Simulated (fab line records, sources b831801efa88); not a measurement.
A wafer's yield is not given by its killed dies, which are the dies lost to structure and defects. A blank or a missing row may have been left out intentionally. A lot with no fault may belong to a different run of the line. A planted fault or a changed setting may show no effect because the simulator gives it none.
fab line records    flow gf180mcu
record lots=13  wafers=39  lastDay=34
route steps=602 shown M3@412 V3@446 V4@498
lots that met no fault: taken from a fault-free run of the same line
startH: the number of hours between the record's first day and the start of the first shown wafer of the lot    waitH: how many hours have passed since the lot's step before this one    " unchanged from the row above    L1.1+2: one row covering several wafers at once    - no value, or no start given    * or withheld: withheld    < > ~ a bound
route shown NAME@n: NAME is a module with steps in the file, n the number in the route of the first one    usual: mean/standard deviation of fault-free wafers    same: alike in all rows    chamber/n: place in a boat    sites: each site's reading    _std_site: standard deviation across them    _edge_site: inner sites' mean taken away from outer sites' mean    radiusMm: how far each site lies from the wafer's centre    mask NAME#n: copy n    behind: the tool/chamber that last shaped the wafer    hold: reason for holding the lot/hours on hold/outcome of the hold    device: transistor that didn't switch, given as n, p or np    end of line: the same wafers' tests at the end of the route    step lacking rows: just its recipe    killed: dies lost to structure and defects at the first sort, not the wafer's yield    map: dies across one wafer; x = killed, . = not, _ = none there
set.NAME: the setting the step ran with; set.NAME@STEP: the setting that earlier step ran with    model.NAME: the simulator's own value behind a step, which no gauge read
steps of the route over a sample of lots; a table a step, a row a wafer
services: a tool's chamber out of use, with start hour (startH, from the record's first day; less than 0 if before it), hours out, and reason
## steps
# step GF_M3_SPUTTER_03
# recipe material=Ti  targetThkNm=10  substrateTempC=300  chamberPressurePa=0.3  powerW=3000  timeS=6.7
# usual throttleValvePct=29.9/1.1
lot.wafer  tool           chamber  startH  waitH  throttleValvePct
L979.1     pvdSputter-01  -        472.51  0.0    31.2
L979.4     "              -        "       "      29.8
L979.5     "              -        "       "      29.4
L981.3     pvdSputter-01  -        479.96  0.0    29.5
L981.4     "              -        "       "      29.6
L981.6     "              -        "       "      29.0
L980.1     pvdSputter-01  -        481.12  0.0    29.5
L980.5     "              -        "       "      29.0
L980.6     "              -        "       "      29.4
L983.2     pvdSputter-01  -        512.47  0.0    29.8
L983.4     "              -        "       "      31.2
L983.5     "              -        "       "      29.0
L984.1     pvdSputter-02  -        520.94  0.0    30.8
L984.4     "              -        "       "      29.0
L984.6     "              -        "       "      30.8
L985.3     pvdSputter-02  -        533.78  0.0    28.5
L985.4     "              -        "       "      30.4
L985.5     "              -        "       "      28.6
L989.1     pvdSputter-02  -        560.10  0.0    29.1
L989.3     "              -        "       "      30.9
L989.6     "              -        "       "      28.6
L995.1     pvdSputter-02  -        601.31  0.0    30.2
L995.3     "              -        "       "      30.6
L995.6     "              -        "       "      30.2
L996.3     pvdSputter-02  -        612.29  0.0    28.8
L996.4     "              -        "       "      30.5
L996.5     "              -        "       "      30.7
L997.3     pvdSputter-01  -        615.18  0.0    29.1
L997.4     "              -        "       "      31.0
L997.6     "              -        "       "      29.3
L999.1     pvdSputter-02  -        630.81  0.0    30.2
L999.3     "              -        "       "      28.1
L999.5     "              -        "       "      30.7
L100.2     pvdSputter-01  -        631.10  0.0    28.9
L100.3     "              -        "       "      29.9
L100.6     "              -        "       "      28.9
L102.1     pvdSputter-02  -        648.63  0.0    28.6
L102.2     "              -        "       "      30.9
L102.4     "              -        "       "      30.9
# step GF_V3_ETCH_17
# recipe chemistry=C4F8/O2/Ar  maskMaterial=KrF  target=SiO2  stopOn=TiN  sourceW=1500  biasW=1200  pressureMtorr=40  c4f8FlowSccm=withheld  O2_flow_sccm=6  Ar_flow_sccm=300  timeS=withheld  targetDepthA=6350
# usual biasW=1200/3.5  oesProductAu=0.855/0.0044
lot.wafer  tool        chamber  startH  waitH  biasW  oesProductAu
L979.1     rieDiel-02  0        522     -      1202   0.858
L979.4     "           1        "       "      1195   0.854
L979.5     "           0        "       "      1193   0.854
L981.3     rieDiel-01  1        528     -      1199   0.857
L981.4     "           3        "       "      1204   0.850
L981.6     "           2        "       "      1201   0.862
L980.1     rieDiel-02  3        529     -      1197   0.850
L980.5     "           3        530     -      1206   0.844
L980.6     "           0        "       "      1200   0.862
L983.2     rieDiel-02  2        559     -      1200   0.851
L983.4     "           0        "       "      1196   0.856
L983.5     "           2        "       "      1201   0.852
L984.1     rieDiel-01  2        566     -      1201   0.852
L984.4     "           2        "       "      1197   0.857
L984.6     "           1        "       "      1199   0.847
L985.3     rieDiel-02  0        579     -      1200   0.854
L985.4     "           3        580     -      1199   0.854
L985.5     "           1        "       "      1198   0.858
L989.1     rieDiel-02  3        603     -      1240   0.861
L989.3     "           1        "       "      1205   0.863
L989.6     "           0        "       "      1200   0.863
L995.1     rieDiel-04  1        643     -      1200   0.852
L995.3     "           0        "       "      1196   0.854
L995.6     "           2        "       "      1194   0.855
L996.3     rieDiel-01  1        654     -      1204   0.850
L996.4     "           0        "       "      1195   0.855
L996.5     "           1        "       "      1198   0.861
L997.3     rieDiel-01  1        657     -      1192   0.857
L997.4     "           0        "       "      1207   0.858
L997.6     "           0        "       "      1204   0.854
L999.1     rieDiel-04  2        670     -      1202   0.855
L999.3     "           3        "       "      1206   0.855
L999.5     "           1        671     -      1202   0.861
L100.2     rieDiel-01  0        672     -      1200   0.858
L100.3     "           3        "       "      1197   0.859
L100.6     "           3        "       "      1194   0.862
L102.1     rieDiel-04  2        687     -      1198   0.853
L102.2     "           0        "       "      1196   0.856
L102.4     "           1        "       "      1204   0.861
# step GF_V4_SPUTTER_22
# recipe material=TiN  targetThkNm=10  chamberPressurePa=5  powerW=4000  timeS=40
# usual throttleValvePct=30.2/1.2
lot.wafer  tool           chamber  startH  waitH  throttleValvePct
L979.1     pvdSputter-04  -        571.61  0.0    30.2
L979.4     "              -        "       "      28.4
L979.5     "              -        "       "      28.4
L981.3     pvdSputter-04  -        576.68  0.0    28.4
L981.4     "              -        "       "      32.1
L981.6     "              -        "       "      30.6
L980.1     pvdSputter-01  -        577.67  0.0    30.0
L980.5     "              -        "       "      31.1
L980.6     "              -        "       "      28.9
L983.2     pvdSputter-04  -        605.86  0.0    31.2
L983.4     "              -        "       "      31.9
L983.5     "              -        "       "      28.3
L984.1     pvdSputter-01  -        613.04  0.0    29.4
L984.4     "              -        "       "      30.9
L984.6     "              -        "       "      28.9
L985.3     pvdSputter-04  -        625.16  0.0    28.4
L985.4     "              -        "       "      32.0
L985.5     "              -        "       "      28.1
L989.1     pvdSputter-04  -        648.07  0.0    28.3
L989.3     "              -        "       "      31.0
L989.6     "              -        "       "      28.5
L995.1     pvdSputter-01  -        685.92  0.0    29.2
L995.3     "              -        "       "      29.7
L995.6     "              -        "       "      29.1
L996.3     pvdSputter-01  -        696.76  0.0    29.0
L996.4     "              -        "       "      31.4
L996.5     "              -        "       "      29.6
L997.3     pvdSputter-03  -        700.01  0.0    29.4
L997.4     "              -        "       "      30.3
L997.6     "              -        "       "      29.8
L999.1     pvdSputter-03  -        711.74  0.0    29.5
L999.3     "              -        "       "      32.2
L999.5     "              -        "       "      30.0
L100.2     pvdSputter-04  -        713.87  0.0    30.6
L100.3     "              -        "       "      31.8
L100.6     "              -        "       "      30.3
L102.1     pvdSputter-03  -        729.00  0.0    30.5
L102.2     "              -        "       "      29.8
L102.4     "              -        "       "      29.7
# step GF_V4_CVD_23
# recipe material=W  targetThkNm=350  timeS=104.9  tempC=400  pressureTorr=40
# usual heaterPowerW=869/98
lot.wafer  tool     chamber  startH  waitH  heaterPowerW
L979.1     cvdW-01  0        571.65  0.0    774
L979.4     "        0        "       "      758
L979.5     "        0        "       "      776
L981.3     cvdW-01  0        576.75  0.1    786
L981.4     "        1        "       "      1041
L981.6     "        1        "       "      1011
L980.1     cvdW-02  1        577.71  0.0    821
L980.5     "        1        "       "      817
L980.6     "        0        "       "      868
L983.2     cvdW-02  1        605.94  0.1    807
L983.4     "        1        "       "      789
L983.5     "        1        "       "      820
L984.1     cvdW-02  1        613.08  0.0    814
L984.4     "        1        "       "      837
L984.6     "        0        "       "      871
L985.3     cvdW-02  0        625.24  0.1    857
L985.4     "        1        "       "      844
L985.5     "        0        "       "      846
L989.1     cvdW-01  1        648.11  0.0    1027
L989.3     "        0        "       "      772
L989.6     "        1        "       "      1033
L995.1     cvdW-02  1        685.96  0.0    808
L995.3     "        1        "       "      835
L995.6     "        1        "       "      831
L996.3     cvdW-02  0        696.83  0.1    857
L996.4     "        1        "       "      829
L996.5     "        0        "       "      863
L997.3     cvdW-01  0        700.08  0.1    780
L997.4     "        1        "       "      1001
L997.6     "        0        "       "      741
L999.1     cvdW-01  1        711.77  0.0    987
L999.3     "        1        "       "      1024
L999.5     "        1        "       "      1043
L100.2     cvdW-01  1        713.91  0.0    1060
L100.3     "        1        "       "      1022
L100.6     "        1        "       "      1044
L102.1     cvdW-02  1        729.04  0.0    826
L102.2     "        0        "       "      875
L102.4     "        0        "       "      862
## services
tool           chamber  startH  hours  kind
cvdW-02        1        455.52  6.8    repair
pvdSputter-02  -        473.15  14.5   repair
rieDiel-01     0        479.66  5.9    repair
rieDiel-04     0        491.11  6.0    repair
rieDiel-02     1        492.40  9.4    repair
rieDiel-01     2        498.16  5.9    repair
pvdSputter-01  -        505.14  5.0    repair
rieDiel-04     -        518.52  14.6   pm
rieDiel-01     -        531.23  0.5    repair
rieDiel-01     3        560.77  14.7   repair
rieDiel-04     0        562.83  1.3    repair
pvdSputter-02  -        565.14  2.4    repair
cvdW-01        1        566.29  2.7    repair
rieDiel-02     -        569.52  0.5    repair
rieDiel-02     2        574.51  32.2   repair
pvdSputter-03  -        586.31  6.3    repair
cvdW-01        -        593.40  5.0    repair
cvdW-02        0        599.45  9.0    repair
rieDiel-02     2        624.74  7.6    repair
rieDiel-01     -        636.78  0.4    repair
cvdW-02        1        638.48  17.1   repair
pvdSputter-01  -        651.45  4.4    repair
rieDiel-01     3        691.23  22.7   repair
pvdSputter-04  -        712.88  0.8    repair
## key
firstSign step=GF_V3_ETCH_17  reading=biasW  direction=up  sigmas=12  usual=1200  struck=1240
effect none on later readings
metAt GF_V3_ETCH_17
struckLots L989
struckWafers L989.1
notActingAt GF_M3_SPUTTER_03,GF_V4_SPUTTER_22,GF_V4_CVD_23
onsetBetween 579 603
fault kind=processParameterDrift  tool=rieDiel-02  chamber=3  onsetH=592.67  steps=GF_V3_ETCH_17  channel=biasW  offset=41.9  shape=step  endH=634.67  actsIn=theseRecipesOnly  stated=1200
